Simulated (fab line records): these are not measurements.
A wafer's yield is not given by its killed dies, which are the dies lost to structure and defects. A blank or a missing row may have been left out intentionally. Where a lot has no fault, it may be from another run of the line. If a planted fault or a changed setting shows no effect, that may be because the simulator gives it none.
Chamber matching || flow sky130 || SKY_LI_CONTACT_ETCH_14 on rie diel-03 has 4 sister chambers
The step etches BARC in N2/H2, stops on SiO2, time 45.9 s, target depth 60 nm. 8 wafers are shown with their chamber, then 12 later ones without.

== WAFERS PAIRED WITH THEIR CHAMBERS ==
{"wafer": "L080.3", "chamber": 2, "drypump motor current A (A)": 5.7, "oes product au (a.u.)": 0.869}
{"wafer": "L085.1", "chamber": 3, "drypump motor current A (A)": 5.4, "oes product au (a.u.)": 0.868}
{"wafer": "L088.1", "chamber": 1, "drypump motor current A (A)": 5.7, "oes product au (a.u.)": 0.841}
{"wafer": "L088.2", "chamber": 0, "drypump motor current A (A)": 6.2, "oes product au (a.u.)": 0.856}
{"wafer": "L088.3", "chamber": 3, "drypump motor current A (A)": 5.4, "oes product au (a.u.)": 0.851}
{"wafer": "L088.4", "chamber": 2, "drypump motor current A (A)": 5.7, "oes product au (a.u.)": 0.859}
{"wafer": "L088.5", "chamber": 0, "drypump motor current A (A)": 6.2, "oes product au (a.u.)": 0.858}
{"wafer": "L088.6", "chamber": 1, "drypump motor current A (A)": 5.6, "oes product au (a.u.)": 0.847}

== WAFERS WHOSE CHAMBER IS MISSING ==
{"wafer": "L091.2", "drypump motor current A (A)": 6.2, "oes product au (a.u.)": 0.855}
{"wafer": "L091.4", "drypump motor current A (A)": 5.3, "oes product au (a.u.)": 0.856}
{"wafer": "L091.6", "drypump motor current A (A)": 6.2, "oes product au (a.u.)": 0.853}
{"wafer": "L092.2", "drypump motor current A (A)": 5.4, "oes product au (a.u.)": 0.849}
{"wafer": "L092.3", "drypump motor current A (A)": 6.1, "oes product au (a.u.)": 0.856}
{"wafer": "L092.5", "drypump motor current A (A)": 6.1, "oes product au (a.u.)": 0.856}
{"wafer": "L093.4", "drypump motor current A (A)": 5.4, "oes product au (a.u.)": 0.857}
{"wafer": "L093.5", "drypump motor current A (A)": 5.4, "oes product au (a.u.)": 0.855}
{"wafer": "L093.6", "drypump motor current A (A)": 5.7, "oes product au (a.u.)": 0.856}
{"wafer": "L097.1", "drypump motor current A (A)": 5.4, "oes product au (a.u.)": 0.856}
{"wafer": "L097.2", "drypump motor current A (A)": 5.7, "oes product au (a.u.)": 0.849}
{"wafer": "L097.6", "drypump motor current A (A)": 5.3, "oes product au (a.u.)": 0.850}

== EACH ONE'S CHAMBER ==
{"wafer": "L091.2", "from the rows above": 0, "in truth": 0}
{"wafer": "L091.4", "from the rows above": 3, "in truth": 3}
{"wafer": "L091.6", "from the rows above": 0, "in truth": 0}
{"wafer": "L092.2", "from the rows above": 3, "in truth": 3}
{"wafer": "L092.3", "from the rows above": 0, "in truth": 0}
{"wafer": "L092.5", "from the rows above": 0, "in truth": 0}
{"wafer": "L093.4", "from the rows above": 3, "in truth": 3}
{"wafer": "L093.5", "from the rows above": 3, "in truth": 3}
{"wafer": "L093.6", "from the rows above": "can't be placed: 2 or 1", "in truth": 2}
{"wafer": "L097.1", "from the rows above": 3, "in truth": 3}
{"wafer": "L097.2", "from the rows above": "can't be placed: 1 or 2", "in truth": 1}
{"wafer": "L097.6", "from the rows above": 3, "in truth": 3}
Correctly placed: 10 of 12. Unplaceable from these rows: 2, with the true chamber sitting among the candidates in 2. Placed wrongly: 0.
How it was worked out, from the rows above alone: a wafer's distance from a chamber is the root of the sum, over the readings, of the square of ((its reading less the chamber's mean) divided by the reading's scatter). If the next closest chamber is less than 2 further off than the closest, the wafer can't be placed; otherwise it belongs to the closest. Each chamber's mean is taken over the wafers shown for it. How the scatter is found: for the shown wafers, subtract from each reading the mean of its chamber, square and add these, divide the total by (wafers less chambers), then take the root.
